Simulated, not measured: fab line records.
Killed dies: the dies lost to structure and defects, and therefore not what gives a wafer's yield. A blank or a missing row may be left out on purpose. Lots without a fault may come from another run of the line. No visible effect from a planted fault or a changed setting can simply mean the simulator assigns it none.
8D (eight disciplines) problem report, filled in by code | flow gf180mcu | the parts of the form that need people (team, actions taken, sign-off) are left out

== 1. WHAT WENT WRONG ==
Wafers without a fault read 140.02, standard deviation 0.15; exposureDoseMJCm2 at GF_VT_IMPLANT_EXPOSE_26 reads a mean of 136.73 on 6 wafers belonging to 2 lots. Relative to the usual mean, that is a shift of -22 standard deviations.
The step: exposes mask LVPWELL HV AREA, target cd 860 nm.
Seen first at day 8 03:08 on ilineStepper-02, wafer L273.1. The record has a number at this step for 39 wafers belonging to 13 lots. By rule, "out" or "out of limits" means more than 4 standard deviations away from the usual mean. All remaining wafers that have a number are taken as sound.

== 2. WHAT IT IS, WHAT IT ISN'T ==
question                    | is                     | is not
which readings at this step | exposureDoseMJCm2      | -
which lots                  | L273, L275             | L267, L268, L269, L270, L271, L274, L282, L284, L287, L288, L290
which wafers of those lots  | all that have a number | -
read on which tools         | ilineStepper-02        | ilineStepper-01
when                        | from day 8 03:08       | up to then (15 sound wafers); but 18 sound wafers of L274, L282, L284, L287, L288, L290 came after

== 3. WHAT RULES OUT EACH SUSPECT ==
Counting: a tool at any process step up to the reading remains a suspect when it ran all the lots that are out and ran no sound lot after the first of those.
- plasmaAsher-04 at GF_LVPWELL_STRIP_10 (strips in O2/N2): ruled out as a lasting fault. Following L273 (day 5 07:17), the first lot on it that is out, the sound lots L288 were run on it.
- ilineStepper-02 at GF_VT_IMPLANT_EXPOSE_26 (exposes mask LVPWELL HV AREA, target cd 860 nm): kept. It ran every lot that is out, first L273 (day 8 03:08), and no sound lot after that; its last sound lot up to then is L271 (day 7 17:32). Its own readings are out on those wafers: exposureDoseMJCm2.
The count leaves ilineStepper-02 at GF_VT_IMPLANT_EXPOSE_26.

== 4. THE CAUSE (what the simulator had put in) ==
Drift in process parameters on ilineStepper-02 at GF_VT_IMPLANT_EXPOSE_26, starting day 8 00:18. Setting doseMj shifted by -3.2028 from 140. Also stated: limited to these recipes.
After counting, this tool was the only one left.

== 5. THE EFFECT CHAIN, in route order ==
Each row: a reading whose mean over the struck wafers that have a number lies more than 3 standard deviations from the usual. Only readings for which the record gives a usual standard deviation are gone through. hours: the time from each lot's start at the first step in this table that gives one to its start at this step, as a median over the lots. sigmas: the change in usual standard deviations.
hours | step                    | reading           | usual  | on struck wafers | change | sigmas
0     | GF_VT_IMPLANT_EXPOSE_26 | exposureDoseMJCm2 | 140.02 | 136.73           | -3.29  | -22
It contains these process steps:
- GF_VT_IMPLANT_EXPOSE_26: exposes mask LVPWELL HV AREA, target cd 860 nm.
Later steps that measure or inspect, where all struck wafers having a row at the step show a number for every such reading and not one has moved that far: GF_VT_IMPLANT_RS_MEAS_48.

== 6. WHAT WOULD HAVE CAUGHT IT SOONER ==
3 hours passed between the start of the fault at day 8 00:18 and the first reading out of limits in this record, taken at day 8 03:08.
